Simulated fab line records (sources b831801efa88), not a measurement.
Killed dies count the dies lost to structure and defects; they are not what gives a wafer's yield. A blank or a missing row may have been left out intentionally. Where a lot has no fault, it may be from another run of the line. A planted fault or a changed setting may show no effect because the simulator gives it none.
fab line records	flow sfq_line
record lots=6	wafers=18	last_day=80
route steps=325 shown JJ@197 M5@198 A5B@209 R5@212 I5@228 M8@325
lots with no fault: from the same line, run without faults
start_h: start of the lot's first displayed wafer, in hours after the record's first day	wait_h: time in hours since the lot's previous step	" identical to the entry in the row above	L1.1+2: a single row standing in for several wafers	- either no value or no given start	* or withheld: withheld	< > ~ a bound
route shown NAME@n: names a module that has steps shown in the file, with the first one's number in the route	usual: mean and standard deviation over wafers with no fault	same: alike in all rows	chamber/n: place in a boat	sites: each site's reading	_std_site: the values' standard deviation	_edge_site: inner sites' mean taken away from outer sites' mean	radius_mm: for every site, how far away it sits from the centre of the wafer	mask NAME#n: copy n	behind: the most recent tool/chamber to have shaped the wafer	hold: cause of the lot's hold/its duration in hours/its outcome	device: whichever transistor did not switch (one of n, p or np)	end of line: the same wafers' tests at the end of the route	step lacking rows: just its recipe	killed: dies lost to structure and defects at the first sort, not the wafer's yield	map: per-die view of a wafer (x killed, . not killed, _ where there is no die)
set.NAME: the run value of the setting; set.NAME@STEP: its run value at that earlier step	model.NAME: the simulator's own value behind a step, which no gauge read
a table for each step, a row for each wafer; lots at some steps of the route
services: the hour from which a tool's chamber was out of use, counted from the record's first day as start_h (under 0 if before that day), plus the number of hours and why
## steps
# step SFQ_TRILAYER_JJ_CE_STRIP_SOLV_CLEAN_121
# recipe chemistry=NMP	temp_c=70	time_s=600
# step SFQ_TRILAYER_M5_LITHO_COAT_128
# recipe resist=BARC	spin_rpm=3000	resist_thk_nm=62
# step SFQ_TRILAYER_M5_LITHO_COAT_123
# recipe resist=KrF	spin_rpm=3000	resist_thk_nm=600
# step SFQ_TRILAYER_M5_LITHO_SOFTBAKE_127
# recipe temp_c=withheld	time_s=withheld	resist=KrF
# step SFQ_TRILAYER_M5_LITHO_EXPOSE_124
# recipe mask_id=M5	na=0.6	source_shape=conventional	sigma_outer=0.65	target_cd_nm=700	dose_mj=14.4
# step SFQ_TRILAYER_M5_LITHO_PEB_126
# recipe peb_temp_c=115	peb_time_s=60	resist=KrF
# step SFQ_TRILAYER_M5_LITHO_DEVELOP_125
# recipe time_s=60	resist=KrF
# step SFQ_M5_OVL_MEAS_932
# usual M5_OVL=0/5.5
lot.wafer	tool	chamber	start_h	wait_h	M5_OVL[nm]
L614.1	overlay-02	-	1236.17	0.1	-8
L614.3	"	-	"	"	-5
L614.6	"	-	"	"	-9
L623.2	overlay-01	-	1429.11	0.1	-7
L623.3	"	-	"	"	-4
L623.4	"	-	"	"	-12
L624.1	overlay-01	-	1435.11	0.1	-1
L624.2	"	-	"	"	2
L624.5	"	-	"	"	0
L625.1	overlay-01	-	1465.96	0.1	-5
L625.4	"	-	"	"	-2
L625.5	"	-	"	"	-2
L628.3	overlay-01	-	1470.77	0.1	-11
L628.4	"	-	"	"	-8
L628.6	"	-	"	"	-9
L629.2	overlay-01	-	1471.96	0.1	5
L629.4	"	-	"	"	1
L629.6	"	-	"	"	0
# step SFQ_TRILAYER_M5_BARC_OPEN_METAL_ETCH_161
# recipe mask_material=PR	chemistry=O2	target_depth_nm=125	target=BARC	icp_w=600	bias_w=80	pressure_mtorr=10	time_s=41.7
# step SFQ_TRILAYER_M5_ETCH_METAL_ETCH_126
# recipe target=Nb	stop_on=SiO2	mask_material=PR	over_etch_frac=0.15	time_s=203.2	chemistry=Cl2/BCl3	target_depth_nm=265	icp_w=600	bias_w=80	pressure_mtorr=10
# usual drypump_motor_current_A=5.7/0.48	oes_product_au=0.729/0.0062
# same over_etch_frac=0.15
lot.wafer	tool	chamber	start_h	wait_h	drypump_motor_current_A	oes_product_au	rf_hours_counter_h
L614.1	rie_metal-03	0	1236.27	0.0	5.5	0.725	123
L614.3	"	0	"	"	5.5	0.721	-
L614.6	"	1	"	"	6.1	0.727	-
L623.2	rie_metal-01	1	1429.20	0.0	6.3	0.730	96
L623.3	"	1	"	"	6.3	0.729	-
L623.4	"	0	"	"	5.3	0.737	-
L624.1	rie_metal-03	0	1435.20	0.0	5.5	0.728	27
L624.2	"	1	"	"	6.1	0.728	89
L624.5	"	0	"	"	5.5	0.723	-
L625.1	rie_metal-03	1	1466.05	0.0	6.1	0.728	95
L625.4	"	1	"	"	6.1	0.725	-
L625.5	"	1	"	"	6.1	0.725	-
L628.3	rie_metal-01	1	1470.92	0.1	6.3	0.736	-
L628.4	"	0	"	"	5.3	0.739	-
L628.6	"	1	"	"	6.3	0.732	-
L629.2	rie_metal-04	0	1472.05	0.0	5.7	0.726	12
L629.4	"	1	"	"	4.8	0.723	-
L629.6	"	1	"	"	4.8	0.736	-
# step SFQ_TRILAYER_M5_STRIP_STRIP_127
# recipe gas=O2	power_w=200	platen_temp_c=40	overash_fraction=0.65	chemistry=O2	pressure_mtorr=50
# usual drypump_motor_current_A=5.7/0.47	oes_product_au=1.000/0.012
lot.wafer	tool	chamber	start_h	wait_h	drypump_motor_current_A	oes_product_au	rf_hours_counter_h
L614.1	rie_metal-03	0	1236.46	0.1	5.5	1.008	124
L614.3	"	0	"	"	5.5	1.015	-
L614.6	"	1	"	"	6.1	0.994	-
L623.2	rie_metal-01	1	1429.40	0.1	6.2	1.007	96
L623.3	"	1	"	"	6.3	1.014	-
L623.4	"	0	"	"	5.3	0.993	-
L624.1	rie_metal-03	0	1435.40	0.1	5.5	0.996	28
L624.2	"	1	"	"	6.1	0.980	90
L624.5	"	0	"	"	5.5	0.997	-
L625.1	rie_metal-03	1	1466.25	0.1	6.1	0.978	95
L625.4	"	1	"	"	6.1	0.980	-
L625.5	"	1	"	"	6.1	0.972	-
L628.3	rie_metal-01	1	1471.25	0.3	6.3	1.013	-
L628.4	"	0	"	"	5.3	1.002	-
L628.6	"	1	"	"	6.3	1.014	-
L629.2	rie_metal-04	0	1472.25	0.1	5.7	1.013	12
L629.4	"	1	"	"	4.8	1.001	-
L629.6	"	1	"	"	4.8	1.008	-
# step SFQ_TRILAYER_M5_STRIP_SOLV_CLEAN_128
# recipe chemistry=NMP	temp_c=70	time_s=600
# step SFQ_TRILAYER_A5B_DEP_PECVD_129
# recipe material=SiO2	temp_c=150	time_s=133.33	pressure_torr=2.4	rf_w=183.3	precursor=SiH4/N2O	target_thk_nm=600
# usual chamber_pressure_Torr=2.399/0.0051	heater_power_outer_w=22/8.2	heater_power_w=72/13	showerhead_vpp_V=818/28	throttle_valve_pct=24.8/1.4
lot.wafer	tool	chamber	start_h	wait_h	chamber_pressure_Torr	heater_power_outer_w	heater_power_w	showerhead_vpp_V	since_wet_clean_h	throttle_valve_pct
L614.1	pecvd-04	2	1237.24	0.0	2.399	40	101	764	1399	25.4
L614.3	"	0	"	"	2.403	20	78	803	1399	23.8
L614.6	"	0	"	"	2.408	23	83	801	-	23.7
L623.2	pecvd-04	0	1430.17	0.0	-	-	-	-	-	-
L623.3	"	2	"	"	-	-	-	-	-	-
L623.4	"	1	"	"	-	-	-	-	-	-
L624.1	pecvd-03	1	1436.19	0.0	-	-	-	-	-	-
L624.2	"	2	"	"	-	-	-	-	-	-
L624.5	"	2	"	"	-	-	-	-	-	-
L625.1	pecvd-04	0	1467.02	0.0	2.404	16	73	806	136	23.2
L625.4	"	1	"	"	2.401	32	85	814	-	23.2
L625.5	"	0	"	"	2.400	20	77	810	-	23.1
L628.3	pecvd-04	1	1471.84	0.0	2.398	23	76	820	141	23.3
L628.4	"	1	"	"	2.394	27	81	827	-	23.2
L628.6	"	0	"	"	2.403	14	71	803	-	23.0
L629.2	pecvd-03	0	1473.02	0.0	2.409	21	73	802	526	25.5
L629.4	"	0	"	"	2.396	23	73	801	-	25.7
L629.6	"	1	"	"	2.400	19	69	849	-	24.4
# step SFQ_TRILAYER_A5B_CMP_CMP_130
# recipe stop_on=Nb	down_force_psi=3	platen_rpm=60	target_thk_nm=340.7
# step SFQ_TRILAYER_A5B_METRO_MEASURE_131
lot.wafer	tool	chamber	start_h	wait_h
L614.1+3+6	film_metro-01	-	1255.39	1.5
L623.2+3+4	film_metro-02	-	1444.23	1.7
L624.1+2+5	film_metro-03	-	1451.41	2.0
L625.1+4+5	film_metro-03	-	1492.89	2.5
L628.3+4+6	film_metro-02	-	1497.34	1.9
L629.2+4+6	film_metro-01	-	1499.09	2.7
# step SFQ_TRILAYER_R5_DEP_SPUTTER_132
# recipe material=Ti	base_pressure_pa=1.33e-06	target_thk_nm=5	power_w=2000	time_s=5	chamber_pressure_pa=0.4
# step SFQ_TRILAYER_R5_DEP_SPUTTER_133
# recipe material=MoNx	base_pressure_pa=1.33e-06	target_thk_nm=40	power_w=1000	time_s=66.7	chamber_pressure_pa=0.4
# step SFQ_TRILAYER_R5_DEP_SPUTTER_134
# recipe material=Ti	base_pressure_pa=1.33e-06	target_thk_nm=5	power_w=2000	time_s=5	chamber_pressure_pa=0.4
# step SFQ_R5_RS_MEAS_933
# recipe thk_meas_gauge=four-point-probe	reads=Ti_of_TRILAYER_R5_DEP_SPUTTER_134+MoNx_of_TRILAYER_R5_DEP_SPUTTER_133+Ti_of_TRILAYER_R5_DEP_SPUTTER_132
# usual R5_MONX_RS=7.03/0.079
lot.wafer	tool	chamber	start_h	wait_h	R5_MONX_RS[ohm/sq]
L614.1	film_metro-03	-	1256.68	0.0	7.15
L614.3	"	-	"	"	7.03
L614.6	"	-	"	"	7.05
L623.2	film_metro-04	-	1445.34	0.0	7.16
L623.3	"	-	"	"	7.18
L623.4	"	-	"	"	7.10
L624.1	film_metro-01	-	1452.71	0.0	7.08
L624.2	"	-	"	"	7.05
L624.5	"	-	"	"	7.07
L625.1	film_metro-01	-	1494.18	0.0	7.06
L625.4	"	-	"	"	7.00
L625.5	"	-	"	"	7.08
L628.3	film_metro-03	-	1498.28	0.0	7.00
L628.4	"	-	"	"	7.07
L628.6	"	-	"	"	7.05
L629.2	film_metro-04	-	1500.20	0.0	7.08
L629.4	"	-	"	"	7.08
L629.6	"	-	"	"	7.05
# step SFQ_R5_THK_MEAS_934
# recipe thk_meas_gauge=xrf	reads=MoNx_of_TRILAYER_R5_DEP_SPUTTER_133
# usual R5_MONX_THK=39.5/0.46
lot.wafer	tool	chamber	start_h	wait_h	R5_MONX_THK[nm]
L614.1	film_metro-03	-	1256.80	0.1	38.7
L614.3	"	-	"	"	39.1
L614.6	"	-	"	"	39.0
L623.2	film_metro-04	-	1445.45	0.1	38.7
L623.3	"	-	"	"	38.8
L623.4	"	-	"	"	39.2
L624.1	film_metro-01	-	1452.83	0.1	39.1
L624.2	"	-	"	"	39.4
L624.5	"	-	"	"	39.2
L625.1	film_metro-01	-	1494.30	0.1	39.2
L625.4	"	-	"	"	40.0
L625.5	"	-	"	"	39.2
L628.3	film_metro-03	-	1498.38	0.1	40.1
L628.4	"	-	"	"	39.5
L628.6	"	-	"	"	39.4
L629.2	film_metro-04	-	1500.31	0.1	39.1
L629.4	"	-	"	"	39.2
L629.6	"	-	"	"	39.6
# step SFQ_TRILAYER_R5_LITHO_COAT_141
# recipe resist=BARC	spin_rpm=3000	resist_thk_nm=62
# step SFQ_TRILAYER_R5_LITHO_COAT_136
# recipe resist=KrF	spin_rpm=3000	resist_thk_nm=600
# step SFQ_TRILAYER_R5_LITHO_SOFTBAKE_140
# recipe temp_c=withheld	time_s=withheld	resist=KrF
# step SFQ_TRILAYER_R5_LITHO_EXPOSE_137
# recipe mask_id=R5	na=0.6	source_shape=conventional	sigma_outer=0.65	target_cd_nm=500	dose_mj=14.4
# step SFQ_TRILAYER_R5_LITHO_PEB_139
# recipe peb_temp_c=115	peb_time_s=60	resist=KrF
# step SFQ_TRILAYER_R5_LITHO_DEVELOP_138
# recipe time_s=60	resist=KrF
# step SFQ_R5_OVL_MEAS_935
# usual R5_OVL=-1/6.6
lot.wafer	tool	chamber	start_h	wait_h	R5_OVL[nm]
L614.1	overlay-02	-	1274.41	0.1	5
L614.3	"	-	"	"	-3
L614.6	"	-	"	"	-2
L623.2	overlay-01	-	1545.71	0.1	-2
L623.3	"	-	"	"	-7
L623.4	"	-	"	"	-8
L624.1	overlay-02	-	1551.71	0.1	8
L624.2	"	-	"	"	-1
L624.5	"	-	"	"	4
L625.1	overlay-01	-	1602.11	0.1	-10
L625.4	"	-	"	"	-18
L625.5	"	-	"	"	-11
L628.3	overlay-01	-	1609.32	0.1	1
L628.4	"	-	"	"	-6
L628.6	"	-	"	"	-5
L629.2	overlay-02	-	1611.71	0.1	-6
L629.4	"	-	"	"	-7
L629.6	"	-	"	"	-3
# step SFQ_TRILAYER_R5_BARC_OPEN_METAL_ETCH_177
# recipe mask_material=PR	chemistry=O2	target_depth_nm=125	target=BARC	icp_w=600	bias_w=80	pressure_mtorr=10	time_s=41.7
# step SFQ_TRILAYER_R5_ETCH_METAL_ETCH_139
# recipe stop_on=SiO2	mask_material=PR	chemistry=Cl2	target_depth_nm=60	icp_w=600	bias_w=80	pressure_mtorr=10	time_s=40
# usual drypump_motor_current_A=5.8/0.59	oes_product_au=0.990/0.0073
lot.wafer	tool	chamber	start_h	wait_h	drypump_motor_current_A	oes_product_au	rf_hours_counter_h
L614.1	rie_metal-04	1	1274.51	0.0	4.8	0.991	109
L614.3	"	0	"	"	5.7	0.988	-
L614.6	"	0	"	"	5.7	0.986	-
L623.2	rie_metal-03	0	1545.80	0.0	5.5	0.992	43
L623.3	"	0	"	"	5.5	0.985	-
L623.4	"	1	"	"	6.2	0.983	-
L624.1	rie_metal-04	1	1551.80	0.0	4.8	0.983	3
L624.2	"	0	"	"	5.6	0.993	20
L624.5	"	1	"	"	4.7	0.996	-
L625.1	rie_metal-02	0	1602.20	0.0	6.6	0.995	116
L625.4	"	1	"	"	6.3	0.988	-
L625.5	"	0	"	"	6.5	0.996	-
L628.3	rie_metal-02	0	1609.42	0.0	6.5	0.997	-
L628.4	"	1	"	"	6.3	0.978	-
L628.6	"	1	"	"	6.3	0.991	-
L629.2	rie_metal-03	1	1611.80	0.0	6.1	0.983	112
L629.4	"	0	"	"	5.5	0.991	-
L629.6	"	0	"	"	5.5	0.994	-
# step SFQ_TRILAYER_R5_STRIP_STRIP_140
# recipe gas=O2	power_w=200	platen_temp_c=40	overash_fraction=0.65	chemistry=O2	pressure_mtorr=50
# step SFQ_TRILAYER_R5_STRIP_SOLV_CLEAN_141
# recipe chemistry=NMP	temp_c=70	time_s=600
# step SFQ_TRILAYER_A5C_DEP_PECVD_142
# recipe material=SiO2	temp_c=150	time_s=15.556	pressure_torr=2.4	rf_w=183.3	precursor=SiH4/N2O	target_thk_nm=70
# usual chamber_pressure_Torr=2.400/0.0057	heater_power_outer_w=28/8.4	heater_power_w=81/15	showerhead_vpp_V=822/26	throttle_valve_pct=24.8/1.2
lot.wafer	tool	chamber	start_h	wait_h	chamber_pressure_Torr	heater_power_outer_w	heater_power_w	showerhead_vpp_V	since_wet_clean_h	throttle_valve_pct
L614.1	pecvd-02	0	1275.36	0.0	2.399	19	61	800	1067	25.7
L614.3	"	1	"	"	2.402	23	70	856	1067	24.6
L614.6	"	0	"	"	2.397	19	62	805	-	25.8
L623.2	pecvd-01	0	1546.64	0.0	2.406	40	103	808	969	23.8
L623.3	"	1	"	"	2.399	38	107	849	969	24.2
L623.4	"	0	"	"	2.397	40	105	810	-	23.8
L624.1	pecvd-02	2	1552.65	0.0	2.399	17	66	832	1344	27.6
L624.2	"	1	"	"	2.407	20	66	859	1344	24.9
L624.5	"	1	"	"	2.395	21	66	864	-	24.7
L625.1	pecvd-01	1	1603.04	0.0	2.408	32	102	845	1025	24.1
L625.4	"	2	"	"	2.397	31	77	848	-	25.0
L625.5	"	0	"	"	2.395	29	90	803	-	23.8
L628.3	pecvd-04	2	1610.41	0.0	2.396	32	84	772	280	25.1
L628.4	"	2	"	"	2.404	33	87	775	-	24.9
L628.6	"	0	"	"	2.400	25	87	811	-	23.5
L629.2	pecvd-02	0	1612.64	0.0	2.397	16	58	804	1404	25.9
L629.4	"	0	"	"	2.404	16	58	809	-	25.9
L629.6	"	1	"	"	2.403	16	59	860	-	24.9
# step SFQ_TRILAYER_I5_LITHO_COAT_149
# recipe resist=BARC	spin_rpm=3000	resist_thk_nm=62
# step SFQ_TRILAYER_I5_LITHO_COAT_144
# recipe resist=KrF	spin_rpm=3000	resist_thk_nm=650
# step SFQ_TRILAYER_I5_LITHO_SOFTBAKE_148
# recipe temp_c=withheld	time_s=withheld	resist=KrF
# step SFQ_TRILAYER_I5_LITHO_EXPOSE_145
# recipe mask_id=I5	na=0.6	source_shape=conventional	sigma_outer=0.65	target_cd_nm=700	dose_mj=21.3
# step SFQ_TRILAYER_I5_LITHO_PEB_147
# recipe peb_temp_c=115	peb_time_s=60	resist=KrF
# step SFQ_TRILAYER_I5_LITHO_DEVELOP_146
# recipe time_s=60	resist=KrF
# step SFQ_I5_OVL_MEAS_936
# usual I5_OVL=-1/5.4
lot.wafer	tool	chamber	start_h	wait_h	I5_OVL[nm]
L614.1	overlay-01	-	1385.91	0.1	1
L614.3	"	-	"	"	4
L614.6	"	-	"	"	2
L623.2	overlay-01	-	1595.49	0.1	7
L623.3	"	-	"	"	1
L623.4	"	-	"	"	-1
L624.1	overlay-01	-	1596.69	0.1	-7
L624.2	"	-	"	"	-12
L624.5	"	-	"	"	-5
L625.1	overlay-02	-	1605.31	0.1	-8
L625.4	"	-	"	"	-8
L625.5	"	-	"	"	-8
L628.3	overlay-01	-	1612.70	0.1	5
L628.4	"	-	"	"	-6
L628.6	"	-	"	"	-2
L629.2	overlay-01	-	1618.69	0.1	-2
L629.4	"	-	"	"	-2
L629.6	"	-	"	"	3
# step SFQ_TRILAYER_I5_BARC_OPEN_VIA_ETCH_200
# recipe mask_material=PR	chemistry=O2	target_depth_nm=125	target=BARC	source_w=500	bias_w=80	pressure_mtorr=30	time_s=41.7
# step SFQ_TRILAYER_I5_ETCH_VIA_ETCH_147
# recipe stop_on=Nb	mask_material=PR	chemistry=CHF3	target_depth_nm=360	source_w=500	bias_w=80	pressure_mtorr=30	time_s=withheld
# usual drypump_motor_current_A=5.5/0.42	oes_product_au=0.988/0.0067
lot.wafer	tool	chamber	start_h	wait_h	drypump_motor_current_A	oes_product_au
L614.1	rie_diel-03	2	1385.98	0.0	5.1	0.976
L614.3	"	3	"	"	5.5	0.998
L614.6	"	0	"	"	5.8	0.988
L623.2	rie_diel-03	0	1595.56	0.0	5.8	0.992
L623.3	"	2	"	"	5.1	0.982
L623.4	"	1	"	"	5.9	0.994
L624.1	rie_diel-04	0	1596.76	0.0	5.0	0.974
L624.2	"	3	"	"	6.3	0.989
L624.5	"	1	"	"	5.6	0.988
L625.1	rie_diel-03	0	1605.39	0.0	5.8	0.987
L625.4	"	1	"	"	5.9	0.992
L625.5	"	0	"	"	5.8	0.993
L628.3	rie_diel-03	2	1612.76	0.0	5.2	0.986
L628.4	"	3	"	"	5.5	0.981
L628.6	"	2	"	"	5.2	0.982
L629.2	rie_diel-04	2	1618.76	0.0	4.9	0.993
L629.4	"	3	"	"	6.3	0.997
L629.6	"	0	"	"	5.0	0.990
# step SFQ_TRILAYER_I5_STRIP_STRIP_148
# recipe gas=O2	power_w=200	platen_temp_c=40	overash_fraction=0.65	chemistry=O2	pressure_mtorr=50
# step SFQ_M8_BOW_MEAS_951
# recipe mode=bow
# usual M8_BOW=11/11
lot.wafer	tool	chamber	start_h	wait_h	M8_BOW[um]	model.etest.i5.link_ohm
L614.1	film_metro-03	-	1835.88	0.0	23	2.275
L614.3	"	-	"	"	27	2.261
L614.6	"	-	"	"	6	2.268
L623.2	film_metro-02	-	1862.01	0.0	17	2.099
L623.3	"	-	"	"	8	2.111
L623.4	"	-	"	"	23	2.103
L624.1	film_metro-02	-	1864.40	0.0	2	2.093
L624.2	"	-	"	"	-2	2.092
L624.5	"	-	"	"	-9	2.113
L625.1	film_metro-04	-	1868.00	0.0	7	2.254
L625.4	"	-	"	"	-3	2.277
L625.5	"	-	"	"	-10	2.282
L628.3	film_metro-04	-	1907.66	0.0	10	2.271
L628.4	"	-	"	"	15	2.233
L628.6	"	-	"	"	0	2.266
L629.2	film_metro-03	-	1910.04	0.0	7	2.259
L629.4	"	-	"	"	16	2.267
L629.6	"	-	"	"	15	2.265
## services
tool	chamber	start_h	hours	kind
pecvd-03	-	1223.38	1.2	repair
pecvd-03	-	1236.96	3.0	repair
rie_metal-01	-	1240.67	2.8	pm
film_metro-01	-	1247.53	1.4	pm
pecvd-02	-	1253.15	0.9	repair
pecvd-03	-	1254.22	5.9	repair
rie_diel-03	-	1299.96	2.0	repair
rie_diel-03	0	1308.14	7.2	repair
rie_metal-04	1	1308.36	5.9	repair
rie_metal-04	-	1313.85	2.8	pm
pecvd-04	-	1316.75	14.0	pm
pecvd-02	1	1355.55	6.2	repair
rie_metal-04	-	1362.68	1.5	repair
rie_metal-01	-	1370.56	1.4	pm
rie_metal-04	0	1374.70	7.1	repair
pecvd-02	-	1375.50	2.8	pm
rie_metal-04	-	1387.35	0.6	repair
rie_diel-03	0	1388.43	9.5	repair
pecvd-02	0	1479.86	6.3	repair
rie_metal-03	-	1524.39	0.7	repair
pecvd-04	-	1536.40	28.1	pm
rie_metal-04	-	1556.38	14.6	pm
rie_metal-03	-	1578.28	2.8	pm
rie_diel-03	2	1602.46	5.0	repair
## key
first_sign step=SFQ_TRILAYER_A5B_DEP_PECVD_129	reading=tool_record	direction=missing
effect none on later readings
model_effect step=SFQ_M8_BOW_MEAS_951	value=etest.i5.link_ohm	without=2.262	struck=2.102
met_at SFQ_TRILAYER_A5B_DEP_PECVD_129
struck_wafers L623.2,L623.3,L623.4,L624.1,L624.2,L624.5
onset_between 1237.24 1430.17
fault kind=skipped_step_whole	tool=pecvd-03,pecvd-04	chamber=-	onset_h=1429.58	steps=SFQ_TRILAYER_A5B_DEP_PECVD_129	scope=struck_lots_only
